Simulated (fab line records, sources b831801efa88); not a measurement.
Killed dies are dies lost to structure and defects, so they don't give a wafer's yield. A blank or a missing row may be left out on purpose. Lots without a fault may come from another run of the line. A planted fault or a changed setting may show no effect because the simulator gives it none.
Which tool did it? | flow sky130 | 11 lots, 33 wafers sampled, at 2 steps of a route of 708

WHAT THE GAUGES READ, wafer by wafer
SKY_FIELD_ISO_THK_MEAS_25.
lot  | measured    | on            | FIELD_ISO_CVD_24_THK (nm)
L368 | day 2 11:11 | film_metro-02 | 596 595 586
L369 | day 2 18:50 | film_metro-01 | 598 611 617
L370 | day 2 22:14 | film_metro-04 | 595 593 594
L372 | day 3 09:56 | film_metro-04 | 591 595 605
L373 | day 3 14:31 | film_metro-02 | 592 588 588
L375 | day 4 01:20 | film_metro-04 | 597 426 448
L377 | day 4 09:32 | film_metro-01 | 608 587 421
L385 | day 6 05:10 | film_metro-04 | 595 592 594
L387 | day 6 15:05 | film_metro-04 | 597 605 599
L389 | day 7 01:29 | film_metro-01 | 596 590 587
L390 | day 7 09:45 | film_metro-04 | 599 587 577

WHICH TOOL RAN EACH LOT (tool, then ch and the chambers of the sampled wafers, then the start)
lot  | SKY_FIELD_ISO_CVD_24
L368 | hdpcvd-01 ch 0,1, day 2 11:05
L369 | hdpcvd-01 ch 0,2, day 2 18:46
L370 | hdpcvd-01 ch 1,2, day 2 22:10
L372 | hdpcvd-01 ch 0,1,2, day 3 09:52
L373 | hdpcvd-01 ch 1,2, day 3 14:27
L375 | hdpcvd-01 ch 0,1,2, day 4 01:16
L377 | hdpcvd-01 ch 0,1,2, day 4 09:28
L385 | hdpcvd-02 ch 0,2, day 6 05:05
L387 | hdpcvd-02 ch 0,2, day 6 15:01
L389 | hdpcvd-02 ch 0,1,2, day 7 01:24
L390 | hdpcvd-01 ch 0,1,2, day 7 09:40
- SKY_FIELD_ISO_CVD_24: deposits SiO2, target thk 595 nm, time 99.2 s.

THE ANSWER, worked out from the rows above alone
Rule: what is usual is taken from the lots themselves. Put in order of their means at a reading, lots are off if they are a third of the lots or fewer, leave a main group of 4 or more, and stand apart from it by a gap of 3 or more times the standard deviation of the main group's means; of several such gaps the widest counts. A main group whose means are all the same, to the digits that the tables above print for the reading, isn't used. A lot without any number at a reading at which 4 lots or more have one is off too. The other lots that the step has rows for count as sound.
Off: L375, L377, at SKY_FIELD_ISO_THK_MEAS_25 (FIELD_ISO_CVD_24_THK). The main group: mean 595 nm, standard deviation 6.1.
A tool fits if, at a process step before that reading, it ran every lot that is off, and no sound lot after the first of them. The gauges at SKY_FIELD_ISO_THK_MEAS_25 are tried like those tools. None of those tried fits.

WHAT THE SIMULATOR HAD PUT IN
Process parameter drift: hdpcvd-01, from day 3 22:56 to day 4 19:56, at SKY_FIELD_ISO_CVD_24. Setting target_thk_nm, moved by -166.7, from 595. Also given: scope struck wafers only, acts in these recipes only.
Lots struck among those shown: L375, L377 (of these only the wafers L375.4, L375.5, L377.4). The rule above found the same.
